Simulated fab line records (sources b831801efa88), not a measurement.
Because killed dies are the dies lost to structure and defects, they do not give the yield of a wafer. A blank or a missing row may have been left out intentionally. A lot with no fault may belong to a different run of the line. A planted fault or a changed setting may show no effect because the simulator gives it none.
Check for tools in common	flow gf180mcu	Lots sampled 12, wafers sampled 36

## WHY IT WAS OPENED
At GF_HV_LDD_TW_MEAS_23 the reading HV_LDD_2_TW is flagged on 2 of 12 lots. No-fault wafers: 1056, standard deviation 10.
Rule: a lot is flagged when every wafer of it that has a number lies more than 4 standard deviations from that mean, or none has a number. As for the other lots, they are considered sound.

lot	measured	on	HV_LDD_2_TW, wafer by wafer	flag
L189	day 11 00:33	film_metro-04	1061 1060 1055	
L194	day 12 10:22	film_metro-04	1058 1057 1057	
L195	day 12 15:10	film_metro-04	2461 2460 2467	FLAGGED
L196	day 13 01:12	film_metro-03	2460 2463 2465	FLAGGED
L202	day 15 00:36	film_metro-04	1061 1061 1054	
L203	day 15 04:47	film_metro-01	1044 1051 1047	
L204	day 15 10:52	film_metro-01	1044 1047 1048	
L206	day 16 02:06	film_metro-03	1067 1068 1065	
L209	day 17 04:35	film_metro-01	1037 1046 1040	
L210	day 17 10:26	film_metro-03	1079 1075 1073	
L211	day 17 20:47	film_metro-01	1039 1042 1042	
L212	day 18 00:24	film_metro-03	1062 1068 1072	
The numbers of the flagged lots are 2463 on average: +1407 against the usual, or +99 or more standard deviations.

## LOT BY LOT: THE TOOL USED
The record holds 1 process step before the reading, out of a route of 602 steps. Read each cell as the tool, then ch plus the chambers that the sampled wafers visited, then the start.
lot	flag	GF_HV_LDD_COAT_02
L189		litho_track-02 ch 0, day 9 20:11
L194		litho_track-04 ch 0, day 11 05:38
L195	FLAGGED	litho_track-02, day 11 10:05
L196	FLAGGED	litho_track-03, day 11 19:24
L202		litho_track-02 ch 0, day 13 14:58
L203		litho_track-04 ch 0, day 13 19:54
L204		litho_track-03 ch 0, day 14 01:58
L206		litho_track-02 ch 0, day 14 17:02
L209		litho_track-04 ch 0, day 15 18:00
L210		litho_track-02 ch 0, day 15 23:35
L211		litho_track-03 ch 0, day 16 10:22
L212		litho_track-02 ch 0, day 16 13:22
What these steps do:
- GF_HV_LDD_COAT_02: resist thk 1000 nm.
- GF_HV_LDD_TW_MEAS_23

## FLAGGED OVER TOTAL, TOOL BY TOOL (the gauges that took the reading come last)
step	tool	lots run	flagged	share of the flagged lots	sound lots run after its first flagged lot
GF_HV_LDD_COAT_02	litho_track-02	6	1	some	4 (L202,L206,L210,L212)
GF_HV_LDD_COAT_02	litho_track-03	3	1	some	2 (L204,L211)
GF_HV_LDD_COAT_02	litho_track-04	3	0	none	-
GF_HV_LDD_TW_MEAS_23	film_metro-01	4	0	none	-
GF_HV_LDD_TW_MEAS_23	film_metro-03	4	1	some	3 (L206,L210,L212)
GF_HV_LDD_TW_MEAS_23	film_metro-04	4	1	some	1 (L202)

## WHAT THE TABLE PERMITS
No row of the table ran every flagged lot.

## WHAT THE SIMULATOR PUT IN
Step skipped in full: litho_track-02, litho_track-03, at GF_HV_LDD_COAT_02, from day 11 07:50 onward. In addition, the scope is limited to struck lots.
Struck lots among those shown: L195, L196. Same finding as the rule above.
